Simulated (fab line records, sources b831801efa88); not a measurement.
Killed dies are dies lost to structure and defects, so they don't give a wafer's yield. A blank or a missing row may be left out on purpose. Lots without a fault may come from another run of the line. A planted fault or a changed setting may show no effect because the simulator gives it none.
fab line records | flow sky130
record lots=5 wafers=15 last_day=50
route steps=708 shown LI_CONTACT@365 PAD_OPEN@708
lots that met no fault: from a run of the same line without faults
start_h: hours from the record's first day to the start of the lot's first wafer shown | wait_h: hours since the lot's step before | " the same as in the row above | L1.1+2: a row that stands for several wafers | - no value, or no start given | * or withheld: withheld | < > ~ a bound
route shown NAME@n: a module of which the file shows steps, and the number in the route of the first | usual: mean/standard deviation of fault-free wafers | same: alike in all rows | chamber/n: place in a boat | sites: the reading at each site | _std_site: their standard deviation | _edge_site: outer sites' mean less inner sites' | radius_mm: how far each site lies from the wafer's centre | mask NAME#n: copy n | behind: the tool/chamber that last shaped the wafer | hold: why the lot was held/for how many hours/how that ended | device: the transistor (n, p or np) that didn't switch | end of line: the same wafers' tests at the end of the route | a step without rows: its recipe alone | killed: dies lost to structure and defects at the first sort, not the wafer's yield | map: a wafer's dies, x killed, . not, _ none there
set.NAME: the setting as run; set.NAME@STEP: as run at that earlier step | model.NAME: the simulator's own value behind a step, which no gauge read
lots at some steps of the route; a table a step, a row a wafer
services: from which hour (start_h, from the record's first day; less than 0 if before it) a tool's chamber was out of use, for how many hours, and why
## steps
# step SKY_LI_CONTACT_BOW_MEAS_03
# recipe mode=bow
# usual LI_CONTACT_BOW=55/6.6
# columns lot.wafer tool chamber start_h wait_h LI_CONTACT_BOW[um]
L372.4 film_metro-04 - 672.48 0.3 68
L372.5 " - " " 45
L372.6 " - " " 51
L381.2 film_metro-04 - 754.91 0.2 45
L381.4 " - " " 61
L381.5 " - " " 63
L384.2 film_metro-01 - 772.59 0.2 64
L384.3 " - " " 63
L384.4 " - " " 41
L386.2 film_metro-04 - 790.88 0.1 63
L386.3 " - " " 70
L386.6 " - " " 63
L391.1 film_metro-02 - 817.22 0.2 64
L391.3 " - " " 57
L391.4 " - " " 61
# step SKY_LI_CONTACT_DEHYDRATE_04
# recipe temp_c=200 time_s=60
# step SKY_LI_CONTACT_HMDS_05
# recipe prime_time_s=60 prime_temp_c=120
# step SKY_LI_CONTACT_COAT_06
# recipe resist=BARC temp_c=withheld time_s=withheld spin_rpm=3000 resist_thk_nm=60
# step SKY_LI_CONTACT_COAT_07
# recipe resist=KrF-thick spin_rpm=3000 resist_thk_nm=450
# step SKY_LI_CONTACT_SOFTBAKE_08
# recipe temp_c=100 time_s=90 resist=KrF-thick
# step SKY_LI_CONTACT_EXPOSE_09
# recipe mask_id=LICM1 na=0.8 source_shape=annular sigma_inner=0.55 sigma_outer=0.85 target_cd_nm=170 dose_mj=38
# step SKY_LI_CONTACT_PEB_10
# recipe peb_temp_c=withheld peb_time_s=withheld resist=KrF-thick
# step SKY_LI_CONTACT_DEVELOP_11
# recipe develop_time_s=60 resist=KrF-thick dev_temp_c=21
# step SKY_LI_CONTACT_CD_MEAS_12
# recipe target_cd_nm=170
# usual cd_nm=170.2/1.3
# columns lot.wafer tool chamber start_h wait_h cd_nm
L372.4 cd_sem-01 - 700.46 - 169.8
L372.5 " - " " 168.7
L372.6 " - " " 168.6
L381.2 cd_sem-01 - 782.67 - 171.1
L381.4 " - " " 171.9
L381.5 " - " " 172.6
L384.2 cd_sem-01 - 800.76 - 169.6
L384.3 " - " " 170.1
L384.4 " - " " 169.4
L386.2 cd_sem-01 - 817.81 - 169.6
L386.3 " - " " 170.9
L386.6 " - " " 170.2
L391.1 cd_sem-02 - 843.29 - 170.6
L391.3 " - " " 170.2
L391.4 " - " " 170.1
# step SKY_LI_CONTACT_OVL_MEAS_13
# usual LI_CONTACT_OVL=1/5
# columns lot.wafer tool chamber start_h wait_h LI_CONTACT_OVL[nm]
L372.4 overlay-02 - 700.54 0.1 7
L372.5 " - " " -1
L372.6 " - " " 2
L381.2 overlay-01 - 782.78 0.1 -4
L381.4 " - " " -3
L381.5 " - " " -2
L384.2 overlay-01 - 800.87 0.1 0
L384.3 " - " " 3
L384.4 " - " " 6
L386.2 overlay-01 - 817.91 0.1 3
L386.3 " - " " 4
L386.6 " - " " -3
L391.1 overlay-01 - 843.41 0.1 -8
L391.3 " - " " -1
L391.4 " - " " -5
# step SKY_LI_CONTACT_ETCH_14
# recipe chemistry=N2/H2 target=BARC ion_energy_ev=200 source_w=500 bias_w=100 pressure_mtorr=30 n2_flow_sccm=100 h2_flow_sccm=200 stop_on=SiO2 time_s=45.9 target_depth_a=600
# usual drypump_motor_current_A=5.7/0.41 oes_product_au=0.854/0.005 throttle_valve_pct=13.225/0.0094
# columns lot.wafer tool chamber start_h wait_h drypump_motor_current_A oes_product_au rf_hours_counter_h throttle_valve_pct
L372.4 rie_diel-01 2 700.56 0.0 6.0 0.847 14 13.223
L372.5 " 3 " " 5.8 0.853 - 13.234
L372.6 " 0 " " 5.8 0.854 - 13.210
L381.2 rie_diel-04 1 782.81 0.0 5.8 0.864 24 13.220
L381.4 " 3 " " 5.6 0.857 36 13.221
L381.5 " 2 " " 4.8 0.860 - 13.223
L384.2 rie_diel-04 3 800.90 0.0 5.6 0.849 37 13.213
L384.3 " 0 " " 5.1 0.845 2 13.240
L384.4 " 1 " " 5.8 0.856 25 13.216
L386.2 rie_diel-04 0 817.94 0.0 5.1 0.849 2 13.223
L386.3 " 1 " " 5.8 0.858 26 13.226
L386.6 " 2 " " 4.8 0.848 - 13.222
L391.1 rie_diel-01 1 843.45 0.0 5.9 0.852 8 13.222
L391.3 " 0 " " 5.7 0.860 7 13.239
L391.4 " 2 " " 6.0 0.852 17 13.229
# step SKY_LI_CONTACT_ETCH_15
# recipe target=PSG chemistry=C4F8/O2/Ar stop_on=Si taper_deg=4.15 mask_material=KrF-thick source_w=1500 bias_w=1200 pressure_mtorr=40 c4f8_flow_sccm=withheld O2_flow_sccm=6 Ar_flow_sccm=300 time_s=withheld target_depth_a=6000
# usual oes_product_au=0.837/0.0045
# columns lot.wafer tool chamber start_h wait_h oes_product_au model.etch.depth_nm model.LI_CONTACT.feature_depth_nm model.KrF-thick_of_LI_CONTACT_COAT_07.thk_nm
L372.4 rie_diel-01 2 700.60 0.0 0.839 598.2 598.2 229.5
L372.5 " 3 " " 0.840 598.6 598.6 232.2
L372.6 " 0 " " 0.766 514.3 514.3 289.5
L381.2 rie_diel-04 1 782.85 0.0 0.838 597 597 227.3
L381.4 " 3 " " 0.828 596.7 596.7 229.8
L381.5 " 2 " " 0.843 598.6 598.6 228.3
L384.2 rie_diel-04 3 800.94 0.0 0.843 596.1 596.1 230.2
L384.3 " 0 " " 0.837 596.9 596.9 225
L384.4 " 1 " " 0.843 596.8 596.8 226.7
L386.2 rie_diel-04 0 817.99 0.0 0.838 597.2 597.2 228.2
L386.3 " 1 " " 0.841 596.8 596.8 229.1
L386.6 " 2 " " 0.840 595.8 595.8 228.7
L391.1 rie_diel-01 1 843.49 0.0 0.839 597.2 597.2 230.1
L391.3 " 0 " " 0.837 596.8 596.8 230.4
L391.4 " 2 " " 0.840 597.8 597.8 230.6
# step SKY_LI_CONTACT_STRIP_16
# recipe chemistry=O2/N2 power_w=1400 pressure_mtorr=1500 platen_temp_c=withheld o2_flow_sccm=3000 n2_flow_sccm=300 overash_fraction=0.5
# usual drypump_motor_current_A=5.9/0.5 oes_product_au=0.375/0.0044 strip_time_to_endpoint_s=3.485/0.026
# columns lot.wafer tool chamber start_h wait_h drypump_motor_current_A oes_product_au rf_hours_counter_h strip_time_to_endpoint_s
L372.4 plasma_asher-03 0 700.72 - 6.4 0.378 - 3.476
L372.5 " 1 " " 5.3 0.376 - 3.509
L372.6 " 0 " " 6.4 0.400 - 4.110
L381.2 plasma_asher-02 1 782.93 - 5.6 0.377 55 3.457
L381.4 " 1 " " 5.7 0.376 - 3.490
L381.5 " 0 " " 5.4 0.376 - 3.467
L384.2 plasma_asher-03 1 801.02 - 5.3 0.378 100 3.470
L384.3 " 1 " " 5.3 0.383 - 3.426
L384.4 " 0 " " 6.4 0.373 - 3.426
L386.2 plasma_asher-03 1 818.07 - 5.3 0.380 102 3.461
L386.3 " 1 " " 5.3 0.375 - 3.479
L386.6 " 1 " " 5.3 0.376 - 3.471
L391.1 plasma_asher-03 0 843.57 - 6.4 0.368 104 3.473
L391.3 " 0 " " 6.4 0.384 - 3.487
L391.4 " 1 " " 5.3 0.367 - 3.473
# step SKY_LI_CONTACT_CLEAN_17
# recipe chemistry=NMP time_s=600 temp_c=60 dry=n2_spin
# step SKY_PAD_OPEN_PROBE_99
# usual killed_at_M0_to_M3=43/6.5 killed_at_M4_up=3.2/1.8 killed_at_contacts=24/5 killed_at_front_end=15/4.1 killed_at_other=0.3/0.54 killed_dies=85/9.3 killed_on_rim=16/4.1 killed_open=47/7.2 killed_short=39/5.9
# same gross_dies=492 killed_at_back_side=0
# columns lot.wafer tool chamber start_h wait_h killed_at_M0_to_M3 killed_at_M4_up killed_at_contacts killed_at_front_end killed_at_other killed_dies killed_on_rim killed_open killed_short
L372.4 prober-02 - 1092.11 0.2 49 1 26 27 0 103 18 68 35
L372.5 prober-02 - 1092.16 0.2 44 2 19 16 0 81 13 47 34
L372.6 prober-02 - 1092.21 0.2 43 1 437 11 0 492 96 52 31
L381.2 prober-01 - 1152.51 0.1 49 2 18 17 0 86 18 46 40
L381.4 prober-01 - 1152.61 0.2 43 4 29 16 1 93 22 41 51
L381.5 prober-01 - 1152.66 0.2 54 2 25 24 0 105 18 49 56
L384.2 prober-02 - 1165.76 0.1 39 4 26 15 0 84 14 48 36
L384.3 prober-02 - 1165.81 0.2 47 5 25 14 0 91 22 56 35
L384.4 prober-02 - 1165.86 0.2 37 1 22 16 1 77 17 43 34
L386.2 prober-02 - 1177.42 0.1 30 4 26 14 1 75 14 39 35
L386.3 prober-02 - 1177.47 0.2 38 2 20 16 0 76 10 39 37
L386.6 prober-02 - 1177.62 0.2 36 4 28 16 0 84 12 43 40
L391.1 prober-02 - 1191.67 0.1 34 6 23 16 0 79 11 39 40
L391.3 prober-02 - 1191.77 0.2 41 3 18 21 0 83 18 47 36
L391.4 prober-02 - 1191.82 0.2 48 2 24 8 0 82 12 44 37
# killed by level:class
L372.4 CONTACT:geometric_particle:open=12 VIA2:geometric_particle:open=12 VIA1:geometric_particle:open=10 VIA3:geometric_particle:open=9 FIELD_ISO:geometric_particle:short=7 POLY_GATE:geometric_particle:open=7 FIELD_ISO:geometric_particle:open=6 LOCAL_INTERCONNECT:geometric_particle:short=5
L372.5 VIA1:geometric_particle:open=12 LI_CONTACT:geometric_particle:open=6 CONTACT:geometric_particle:short=6 METAL2:geometric_particle:short=5 POLY_GATE:geometric_particle:open=5 POLY_GATE:geometric_particle:short=5 CONTACT:geometric_particle:open=5 VIA2:geometric_particle:open=5
L372.6 LI_CONTACT:area_etch=408 CONTACT:geometric_particle:open=14 VIA3:geometric_particle:open=11 LI_CONTACT:geometric_particle:open=8 VIA1:geometric_particle:open=8 METAL2:geometric_particle:short=5 VIA2:geometric_particle:short=5 VIA1:geometric_particle:short=4
L381.2 METAL1:geometric_particle:short=10 VIA2:geometric_particle:open=8 CONTACT:geometric_particle:open=8 VIA1:geometric_particle:open=7 VIA3:geometric_particle:open=6 FIELD_ISO:geometric_particle:open=5 POLY_GATE:geometric_particle:short=5 POLY_GATE:geometric_particle:open=4
L381.4 CONTACT:geometric_particle:short=9 LOCAL_INTERCONNECT:geometric_particle:short=8 LI_CONTACT:geometric_particle:open=6 CONTACT:geometric_particle:open=6 VIA1:geometric_particle:open=6 VIA2:geometric_particle:open=6 METAL3:geometric_particle:short=6 POLY_GATE:geometric_particle:open=5
L381.5 VIA2:geometric_particle:open=10 CONTACT:geometric_particle:open=8 VIA1:geometric_particle:open=8 METAL1:geometric_particle:short=7 METAL2:geometric_particle:short=6 CONTACT:geometric_particle:short=6 VIA1:geometric_particle:short=6 FIELD_ISO:geometric_particle:open=5
L384.2 LI_CONTACT:geometric_particle:open=8 VIA1:geometric_particle:open=8 CONTACT:geometric_particle:open=8 METAL1:geometric_particle:short=8 VIA2:geometric_particle:open=8 CONTACT:geometric_particle:short=6 POLY_GATE:geometric_particle:open=5 FIELD_ISO:geometric_particle:short=3
L384.3 VIA1:geometric_particle:open=16 CONTACT:geometric_particle:open=10 LI_CONTACT:geometric_particle:open=9 VIA1:geometric_particle:short=7 VIA3:geometric_particle:open=6 POLY_GATE:geometric_particle:open=4 METAL1:geometric_particle:short=4 METAL2:geometric_particle:short=4
L384.4 CONTACT:geometric_particle:open=9 METAL1:geometric_particle:short=9 VIA1:geometric_particle:open=9 VIA2:geometric_particle:open=7 POLY_GATE:geometric_particle:short=4 LI_CONTACT:geometric_particle:open=4 CONTACT:geometric_particle:short=4 FIELD_ISO:geometric_particle:open=3
L386.2 LI_CONTACT:geometric_particle:open=7 CONTACT:geometric_particle:short=7 CONTACT:geometric_particle:open=6 VIA3:geometric_particle:open=6 LOCAL_INTERCONNECT:geometric_particle:short=5 VIA2:geometric_particle:open=5 FIELD_ISO:geometric_particle:short=4 POLY_GATE:geometric_particle:open=4
L386.3 VIA3:geometric_particle:open=9 VIA1:geometric_particle:open=6 FIELD_ISO:geometric_particle:short=5 LI_CONTACT:geometric_particle:open=5 CONTACT:geometric_particle:open=5 CONTACT:geometric_particle:short=5 VIA3:geometric_particle:short=5 POLY_GATE:geometric_particle:open=4
L386.6 CONTACT:geometric_particle:open=13 POLY_GATE:geometric_particle:short=7 VIA1:geometric_particle:open=7 LI_CONTACT:geometric_particle:open=6 METAL1:geometric_particle:short=6 METAL2:geometric_particle:short=6 LOCAL_INTERCONNECT:geometric_particle:short=5 VIA2:geometric_particle:open=5
L391.1 LI_CONTACT:geometric_particle:open=9 VIA1:geometric_particle:open=8 CONTACT:geometric_particle:open=6 CONTACT:geometric_particle:short=6 VIA1:geometric_particle:short=6 VIA2:geometric_particle:open=5 METAL4:geometric_particle:short=5 FIELD_ISO:geometric_particle:short=4
L391.3 VIA3:geometric_particle:open=9 POLY_GATE:geometric_particle:short=8 CONTACT:geometric_particle:open=8 VIA1:geometric_particle:open=7 LI_CONTACT:geometric_particle:open=5 VIA2:geometric_particle:open=5 VIA1:geometric_particle:short=4 POLY_GATE:geometric_particle:open=3
L391.4 CONTACT:geometric_particle:open=9 VIA1:geometric_particle:open=9 METAL1:geometric_particle:short=7 VIA1:geometric_particle:short=6 CONTACT:geometric_particle:short=6 VIA2:geometric_particle:open=6 VIA3:geometric_particle:open=5 POLY_GATE:geometric_particle:open=4
# map L372.6 (x killed, . not)
__________xxxxxxxxxx_________
________xxxxxxxxxxxxxx_______
______xxxxxxxxxxxxxxxxxx_____
_____xxxxxxxxxxxxxxxxxxxx____
____xxxxxxxxxxxxxxxxxxxxxx___
___xxxxxxxxxxxxxxxxxxxxxxxx__
__xxxxxxxxxxxxxxxxxxxxxxxxxx_
_xxxxxxxxxxxxxxxxxxxxxxxxxxxx
_xxxxxxxxxxxxxxxxxxxxxxxxxxxx
_xxxxxxxxxxxxxxxxxxxxxxxxxxxx
_xxxxxxxxxxxxxxxxxxxxxxxxxxxx
_xxxxxxxxxxxxxxxxxxxxxxxxxxxx
_xxxxxxxxxxxxxxxxxxxxxxxxxxxx
_xxxxxxxxxxxxxxxxxxxxxxxxxxxx
_xxxxxxxxxxxxxxxxxxxxxxxxxxxx
__xxxxxxxxxxxxxxxxxxxxxxxxxx_
___xxxxxxxxxxxxxxxxxxxxxxxx__
____xxxxxxxxxxxxxxxxxxxxxx___
_____xxxxxxxxxxxxxxxxxxxx____
______xxxxxxxxxxxxxxxxxx_____
________xxxxxxxxxxxxxx_______
__________xxxxxxxxxx_________
# map L391.3 (x killed, . not)
__________....x.x.x._________
________...x..x......._______
______..x.x..x.x..x....x_____
_____x..x...x........x...____
____.....................x___
___..................x...x.__
__.......xxx............x..._
_.x..xxx.x.......x..x.......x
_.x.x...x...........x......x.
_.x..x........x..x...x.......
_.......x.....x....x.........
_...xx........xx.............
_.x......x.x..............xx.
_.x.........x...xx.x.......x.
_.................x...x...x..
__x....x..................x._
___...x........x....xx...x.__
____x..............x....x.___
_____...x.......x........____
______.....x.x.x........_____
________.....xx..x..x._______
__________.......x.x_________
## services
# columns tool chamber start_h hours kind
rie_diel-04 2 719.57 5.8 repair
rie_diel-04 0 732.29 - clean
rie_diel-04 0 732.29 17.5 scheduled_down
rie_diel-04 0 732.29 17.5 vent_cycle
plasma_asher-02 - 734.70 1.1 repair
plasma_asher-02 - 751.07 14.6 pm
rie_diel-01 0 761.67 13.6 repair
plasma_asher-02 - 796.57 3.4 repair
rie_diel-04 3 819.98 - clean
rie_diel-04 3 819.98 28.6 scheduled_down
rie_diel-04 3 819.98 28.6 vent_cycle
rie_diel-04 - 824.38 0.5 repair
## key
first_sign step=SKY_LI_CONTACT_ETCH_15 reading=oes_product_au direction=down sigmas=16 usual=0.837 struck=0.766
effect step=SKY_LI_CONTACT_STRIP_16 reading=strip_time_to_endpoint_s direction=up sigmas=24 usual=* struck=*
effect step=SKY_PAD_OPEN_PROBE_99 reading=killed_at_contacts direction=up sigmas=83 usual=24 struck=437
model_effect step=SKY_LI_CONTACT_ETCH_15 value=etch.depth_nm without=597.9 struck=514.3
more_kills_born_at SKY_LI_CONTACT_ETCH_15@rie_diel-01=408
met_at SKY_LI_CONTACT_ETCH_15
struck_wafers L372.6
later_rows_left_out L372.6
tester_left_out L372
fault kind=process_parameter_drift tool=rie_diel-01 chamber=0 onset_h=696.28 steps=SKY_LI_CONTACT_ETCH_15 channel=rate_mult offset=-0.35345 shape=step end_h=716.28
# tester_left_out: of these lots the tester's yield and bins aren't shown, on N5 and GAA mostly nor the transistor test; their killed dies are dies lost to structure and defects alone, not to doping, threshold or leakage, so they don't give the yield
# later_rows_left_out: the simulator's readings of these wafers behind a module that went badly wrong aren't trusted and aren't shown, but for the sort
